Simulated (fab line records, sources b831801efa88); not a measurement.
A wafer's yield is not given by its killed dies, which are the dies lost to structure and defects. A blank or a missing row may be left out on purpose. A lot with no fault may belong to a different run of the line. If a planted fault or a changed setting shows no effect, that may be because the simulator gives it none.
The tool behind it: which one? -- flow gf180mcu -- Sampling: 24 lots, 72 wafers, 5 of 602 route steps

WHAT THE GAUGES SHOWED, per wafer
GF_M2_THK_MEAS_06: measures by xrf.
lot,measured,on,M2_ALCU_THK (nm)
L074,day 18 15:38,film_metro-04,445 443 442
L075,day 18 22:35,film_metro-04,442 440 443
L076,day 19 03:58,film_metro-03,451 455 449
L077,day 20 00:07,film_metro-01,447 442 440
L078,day 20 10:56,film_metro-03,457 452 452
L079,day 20 22:49,film_metro-01,449 449 449
L080,day 21 07:40,film_metro-03,452 455 448
L081,day 21 20:20,film_metro-04,444 448 447
L082,day 21 20:31,film_metro-03,451 452 445
L083,day 22 02:16,film_metro-04,451 452 446
L084,day 22 18:59,film_metro-04,444 451 444
L085,day 22 23:38,film_metro-01,453 444 445
L086,day 23 08:30,film_metro-01,448 452 455
L087,day 23 15:32,film_metro-04,448 443 443
L088,day 24 00:59,film_metro-03,452 445 446
L089,day 24 07:14,film_metro-03,452 444 446
L090,day 25 03:05,film_metro-04,443 439 443
L091,day 25 03:58,film_metro-03,458 458 459
L092,day 25 07:16,film_metro-03,452 455 453
L093,day 25 12:15,film_metro-01,446 449 447
L094,day 26 00:05,film_metro-03,454 458 457
L095,day 26 05:31,film_metro-04,455 455 451
L096,day 27 00:50,film_metro-03,453 450 455
L097,day 27 02:22,film_metro-01,444 442 445

GF_V2_THK_MEAS_25: measures by xrf.
lot,measured,on,V2_W_THK (nm)
L074,day 20 18:52,film_metro-03,361 357 360
L075,day 21 00:42,film_metro-02,354 354 350
L076,day 21 07:17,film_metro-02,359 362 361
L077,day 22 01:41,film_metro-03,356 355 358
L078,day 22 13:22,film_metro-01,358 350 353
L079,day 23 00:46,film_metro-03,355 359 361
L080,day 23 08:46,film_metro-02,366 360 366
L081,day 23 20:36,film_metro-03,359 358 351
L082,day 23 20:38,film_metro-02,364 361 359
L083,day 24 02:34,film_metro-01,358 361 358
L084,day 25 02:47,film_metro-03,351 354 355
L085,day 25 03:08,film_metro-03,357 356 361
L086,day 25 07:14,film_metro-02,359 357 355
L087,day 25 12:25,film_metro-03,354 357 359
L088,day 26 00:13,film_metro-01,359 363 363
L089,day 26 05:53,film_metro-03,345 351 346
L090,day 26 23:30,film_metro-02,351 347 355
L091,day 27 00:16,film_metro-03,367 366 367
L092,day 27 02:50,film_metro-01,352 354 349
L093,day 27 08:18,film_metro-02,368 370 371
L094,day 27 20:07,film_metro-03,355 356 353
L095,day 28 01:32,film_metro-01,367 365 364
L096,day 28 20:18,film_metro-02,362 358 364
L097,day 28 21:37,film_metro-03,358 364 359

GF_V3_RS_MEAS_24: measurement is done with a four-point probe.
lot,measured,on,V3_W_RS (ohm/sq)
L074,day 22 20:40,film_metro-04,0.330 0.326 0.328
L075,day 23 03:34,film_metro-02,0.323 0.327 0.324
L076,day 23 10:02,film_metro-03,0.327 0.329 0.329
L077,day 24 03:01,film_metro-04,0.333 0.332 0.323
L078,day 25 01:54,film_metro-04,0.334 0.326 0.330
L079,day 25 03:22,film_metro-02,0.327 0.335 0.331
L080,day 25 07:45,film_metro-02,0.327 0.324 0.335
L081,day 25 19:11,film_metro-03,0.337 0.340 0.325
L082,day 25 22:31,film_metro-03,0.337 0.327 0.329
L083,day 26 00:26,film_metro-02,0.325 0.328 0.327
L084,day 27 00:50,film_metro-04,0.330 0.331 0.330
L085,day 27 01:11,film_metro-02,0.336 0.336 0.329
L086,day 27 07:22,film_metro-02,0.331 0.331 0.330
L087,day 27 09:41,film_metro-03,0.332 0.332 0.334
L088,day 27 20:23,film_metro-03,0.335 0.331 0.330
L089,day 28 02:55,film_metro-03,0.340 0.336 0.339
L090,day 28 18:50,film_metro-04,0.322 0.334 0.324
L091,day 28 20:45,film_metro-03,0.329 0.329 0.330
L092,day 28 22:50,film_metro-04,0.330 0.331 0.335
L093,day 29 03:52,film_metro-04,0.332 0.329 0.329
L094,day 29 14:23,film_metro-02,0.332 0.321 0.330
L095,day 29 19:32,film_metro-03,0.331 0.324 0.325
L096,day 30 12:43,film_metro-04,0.323 0.327 0.324
L097,day 30 15:01,film_metro-04,0.340 0.333 0.338

EACH LOT AND THE TOOL THAT RAN IT (in order: tool; ch and the chambers of the sampled wafers; start)
lot,GF_V3_CVD_02,GF_V3_SPUTTER_22
L074,"pecvd-04 ch 1,2, day 21 20:05","pvd_sputter-03, day 22 20:31"
L075,"pecvd-04 ch 0,1,2, day 22 01:59","pvd_sputter-03, day 23 03:23"
L076,"pecvd-04 ch 0,1,2, day 22 08:47","pvd_sputter-03, day 23 09:53"
L077,"pecvd-03 ch 1,2, day 23 03:12","pvd_sputter-03, day 24 02:52"
L078,"pecvd-01 ch 0,1,2, day 24 02:38","pvd_sputter-04, day 25 01:45"
L079,"pecvd-03 ch 1,2, day 24 03:01","pvd_sputter-03, day 25 03:13"
L080,"pecvd-04 ch 0,2, day 24 07:26","pvd_sputter-03, day 25 07:34"
L081,"pecvd-03 ch 0,1, day 24 20:10","pvd_sputter-01, day 25 19:01"
L082,"pecvd-01 ch 0,1, day 24 20:51","pvd_sputter-04, day 25 22:22"
L083,"pecvd-04 ch 0,1,2, day 25 01:14","pvd_sputter-03, day 26 00:15"
L084,"pecvd-01 ch 0,1,2, day 26 02:22","pvd_sputter-04, day 27 00:40"
L085,"pecvd-03 ch 0,1, day 26 02:46","pvd_sputter-01, day 27 01:02"
L086,"pecvd-01 ch 0,1, day 26 05:53","pvd_sputter-04, day 27 07:13"
L087,"pecvd-01 ch 0,1, day 26 10:32","pvd_sputter-03, day 27 09:31"
L088,"pecvd-04 ch 0,2, day 26 22:23","pvd_sputter-03, day 27 20:13"
L089,"pecvd-01 ch 0,1, day 27 04:47","pvd_sputter-01, day 28 02:46"
L090,"pecvd-03 ch 1,2, day 27 21:16","pvd_sputter-01, day 28 18:38"
L091,"pecvd-03 ch 0,1,2, day 27 22:46","pvd_sputter-04, day 28 20:35"
L092,"pecvd-04 ch 0,1, day 28 01:29","pvd_sputter-04, day 28 22:40"
L093,"pecvd-01 ch 0,1,2, day 28 06:16","pvd_sputter-04, day 29 03:43"
L094,"pecvd-04 ch 0,1,2, day 28 16:55","pvd_sputter-04, day 29 14:11"
L095,"pecvd-04 ch 0,1, day 28 22:46","pvd_sputter-03, day 29 19:22"
L096,"pecvd-03 ch 0,1,2, day 29 16:10","pvd_sputter-04, day 30 12:29"
L097,"pecvd-01 ch 0,1, day 29 18:56","pvd_sputter-04, day 30 14:50"
- GF_V3_CVD_02: deposits SiO2 from TEOS, target thk 850 nm, time 94.851 s.
- GF_V3_SPUTTER_22: material TiN, target thk 10 nm, time 40 s.

AS READ BY THE TOOLS THEMSELVES (means over the sampled wafers that have a number; for cases with no such wafer, the mark the record gives instead)
GF_V3_CVD_02.
lot,tool,heater_power_w (W)
L074,pecvd-04,647
L075,pecvd-04,588
L076,pecvd-04,671
L077,pecvd-03,692
L078,pecvd-01,733
L079,pecvd-03,690
L080,pecvd-04,701
L081,pecvd-03,654
L082,pecvd-01,699
L083,pecvd-04,652
L084,pecvd-01,647
L085,pecvd-03,608
L086,pecvd-01,757
L087,pecvd-01,737
L088,pecvd-04,677
L089,pecvd-01,736
L090,pecvd-03,661
L091,pecvd-03,571
L092,pecvd-04,588
L093,pecvd-01,655
L094,pecvd-04,606
L095,pecvd-04,612
L096,pecvd-03,651
L097,pecvd-01,715

GF_V3_SPUTTER_22.
lot,tool,throttle_valve_pct (%)
L074,pvd_sputter-03,30.8
L075,pvd_sputter-03,30.6
L076,pvd_sputter-03,30.9
L077,pvd_sputter-03,30.4
L078,pvd_sputter-04,31.7
L079,pvd_sputter-03,30.6
L080,pvd_sputter-03,30.9
L081,pvd_sputter-01,29.8
L082,pvd_sputter-04,30.4
L083,pvd_sputter-03,30.8
L084,pvd_sputter-04,29.1
L085,pvd_sputter-01,28.8
L086,pvd_sputter-04,31.4
L087,pvd_sputter-03,30.8
L088,pvd_sputter-03,30.8
L089,pvd_sputter-01,29.1
L090,pvd_sputter-01,29.0
L091,pvd_sputter-04,30.2
L092,pvd_sputter-04,30.1
L093,pvd_sputter-04,31.0
L094,pvd_sputter-04,31.7
L095,pvd_sputter-03,30.6
L096,pvd_sputter-04,30.7
L097,pvd_sputter-04,31.5

THE ANSWER, worked out from the rows above alone
Rule: usual is defined by the lots themselves. The widest of any qualifying gaps counts: lots, ordered by their means at a reading, are off when they make up no more than a third of the lots, leave a main group of 4 or more, and stand apart from it by 3 or more times the standard deviation of that group's means. The tables above print the reading to a certain number of digits; a main group whose means all agree to those digits is not used. A lot without any number at a reading at which 4 lots or more have one is off too. The other lots that the step has rows for count as sound. Order of review: gauges by route order, followed by the tools' own readings, for which a lot's mean as printed above is used. At the first step where some lot is off, the reading lying furthest off is the one used; lots without a number count as furthest.
Across all readings shown, no lot is off: no conclusion can be drawn from this.

WHAT THE SIMULATOR HAD PUT IN
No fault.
